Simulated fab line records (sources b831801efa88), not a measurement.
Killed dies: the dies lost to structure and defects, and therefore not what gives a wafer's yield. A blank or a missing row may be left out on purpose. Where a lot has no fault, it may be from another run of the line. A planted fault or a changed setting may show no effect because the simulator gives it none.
Struck lot and sound lot, side by side	flow sky130	29 out of 708 route steps
Sound: the wafers L828.2, L828.4, L828.5. Wafers struck: L840.2, L840.3, L840.5. The cause is named last.
Order at every step that has rows: each side's tool, ch and its chambers, its first start. Under that, the readings that differ: sound wafers	struck wafers	difference of the means	sigmas: that difference in standard deviations of wafers without a fault.
alike: readings with means less than 2 such deviations apart, plus words and numbers identical on both sides. not compared: withheld readings, readings lacking a value on some wafer, bounds such as >300 that could conceal the same value, and numbers that have no deviation in the record and whose values overlap.
A row with sigmas, a row that says differs or no value, or rows on one side alone: a step with any of these is where the two part. Non-overlapping numbers with no deviation appear without sigmas and do not part them. Lack of a reading on every wafer of one side parts them only where that side has two or more wafers.

first, 2 steps without rows for these wafers: SKY_LOCAL_INTERCONNECT_PEB_09; SKY_LOCAL_INTERCONNECT_DEVELOP_10 (develop time 60 s).
SKY_LOCAL_INTERCONNECT_CD_MEAS_11: the cd target is 170 nm.
  sound on cd-sem-02 at day 32 22:11; struck on cd-sem-01 at day 36 10:17
  alike: cd-nm
SKY_LOCAL_INTERCONNECT_OVL_MEAS_12:
  sound on overlay-02 at day 32 22:17; struck on overlay-02 at day 36 10:23
  alike: LOCAL_INTERCONNECT_OVL
then, 1 step without rows for these wafers: SKY_LOCAL_INTERCONNECT_ETCH_13 (etches BARC in N2/H2, stops on SiO2, time 45.9 s, target depth 60 nm).
SKY_LOCAL_INTERCONNECT_METAL_ETCH_14: etches TiN in Cl2/BCl3, stops on PSG, target depth 110 nm, time 30.26 s.
  sound on rie-metal-01 ch 0,1, day 32 22:23; struck on rie-metal-04 ch 0,1, day 36 10:29
  alike: drypump-motor-current-A, oes-product-au, throttle-valve-pct
  not compared: rf-hours-counter-h
SKY_LOCAL_INTERCONNECT_STRIP_15: strips in O2/N2.
  sound on plasma-asher-01 ch 0,1, day 32 22:26; struck on plasma-asher-02 ch 0,1, day 36 10:32
  alike: drypump-motor-current-A, o2-flow-sccm, oes-product-au, strip-time-to-endpoint-s
  not compared: rf-hours-counter-h
then, 3 steps without rows for these wafers: SKY_LOCAL_INTERCONNECT_STRIP_16 (strips in post etch residue remover, time 1200 s); SKY_LOCAL_INTERCONNECT_CLEAN_17 (cleans in IPA, time 180 s); SKY_LOCAL_INTERCONNECT_CLEAN_18 (cleans in O3/DIW).
SKY_CONTACT_CVD_00: deposits Si3N4, target thk 75 nm.
  sound on pecvd-03 ch 0,1, day 32 23:01; struck on pecvd-02 ch 0,1,2, day 36 11:08
  alike: heater-power-w
SKY_CONTACT_THK_MEAS_01:
  sound on film-metro-03 at day 32 23:04; struck on film-metro-03 at day 36 11:10
  alike: CONTACT_CVD_00_THK
SKY_CONTACT_HDPCVD_02: deposits SiO2, target thk 565 nm, time 94.2 s.
  sound on hdpcvd-01 ch 0,1,2, day 32 23:07; struck on hdpcvd-01 ch 0,2, day 36 11:13
  no value came back on the struck wafers for pressure-mtorr (mTorr), run-length-s (s); on the sound wafers pressure-mtorr (mTorr) reads 6.005 6.005 6.005
then, 1 step without rows for these wafers: SKY_CONTACT_CMP_04 (polishes SiO2).
SKY_CONTACT_BOW_MEAS_05:
  sound on film-metro-03 at day 32 23:34; struck on film-metro-01 at day 36 11:40
reading	sound	struck	difference	sigmas
CONTACT_BOW (um)	77 89 82	75 60 55	-19	-3
then, 8 steps without rows for these wafers: SKY_CONTACT_DEHYDRATE_06 (time 60 s); SKY_CONTACT_HMDS_07 (prime time 60 s); SKY_CONTACT_COAT_08 (resist thk 60 nm); SKY_CONTACT_COAT_09 (resist thk 450 nm); SKY_CONTACT_SOFTBAKE_10 (time 90 s); SKY_CONTACT_EXPOSE_11 (exposes mask CTM1, target cd 170 nm); SKY_CONTACT_PEB_12; SKY_CONTACT_DEVELOP_13 (develop time 60 s).
SKY_CONTACT_CD_MEAS_14: the cd target is 170 nm.
  sound on cd-sem-01 at day 34 02:44; struck on cd-sem-02 at day 37 13:50
  alike: cd-nm
SKY_CONTACT_OVL_MEAS_15:
  sound on overlay-01 at day 34 02:51; struck on overlay-01 at day 37 13:57
  alike: CONTACT_OVL
SKY_CONTACT_ETCH_16: etches BARC in N2/H2, stops on SiO2, time 45.9 s, target depth 60 nm.
  sound on rie-diel-03 ch 0,1,2, day 34 02:53; struck on rie-diel-04 ch 1,2,3, day 37 13:59
reading	sound	struck	difference	sigmas
h2-flow-sccm (sccm)	200.5 201.5 201.2	199.5 199.3 200.6	-1.3	-2
  alike: drypump-motor-current-A, oes-product-au, throttle-valve-pct
  not compared: rf-hours-counter-h
SKY_CONTACT_ETCH_17: etches SiO2 in C4F8/O2/Ar, stops on Si3N4, target depth 340 nm.
  sound on rie-diel-03 ch 0,1,2, day 34 02:55; struck on rie-diel-04 ch 1,2,3, day 37 14:01
reading	sound	struck	difference	sigmas
oes-product-au (a.u.)	0.898 0.894 0.890	0.380 0.381 0.379	-0.514	-97
model.etch.depth-nm (nm)	341.8 339.7 339.8	0 0 0	-340	
SKY_CONTACT_ETCH_18: etches Si3N4 in CHF3/O2, stops on TiN, time 39 s, target depth 75 nm.
  sound on rie-diel-03 ch 0,1,2; struck on rie-diel-04 ch 1,2,3
  alike: O2_flow_sccm, chf3-flow-sccm, drypump-motor-current-A, oes-product-au, throttle-valve-pct
  not compared: rf-hours-counter-h
-- the record jumps here: 13 days lie between the struck wafers' starts before and after (it left off in module CONTACT and takes up again in module PAD_OPEN, whose first step shown is number 708 of the route) --
SKY_PAD_OPEN_PROBE_99:
  sound on prober-01 at day 47 19:50; struck on prober-02 at day 50 04:41
reading	sound	struck	difference	sigmas
killed_at_M0_to_M3	40 54 36	7 10 11	-34	-5
killed_at_M4_up	2 5 6	1 0 1	-4	-2
killed-at-contacts	30 27 23	481 480 476	+452	+89
killed-at-front-end	13 23 16	3 2 3	-15	-3
killed-dies	85 111 82	492 492 492	+399	+43
killed-on-rim	14 26 23	96 96 96	+75	+19
killed-open	52 51 46	7 5 15	-41	-6
killed-short	33 58 35	4 9 5	-36	-5
  alike: killed-at-other

== WHERE THEY PART ==
At SKY_CONTACT_HDPCVD_02 first; at SKY_PAD_OPEN_PROBE_99 last (within this record only).

WHY: what the simulator had put in
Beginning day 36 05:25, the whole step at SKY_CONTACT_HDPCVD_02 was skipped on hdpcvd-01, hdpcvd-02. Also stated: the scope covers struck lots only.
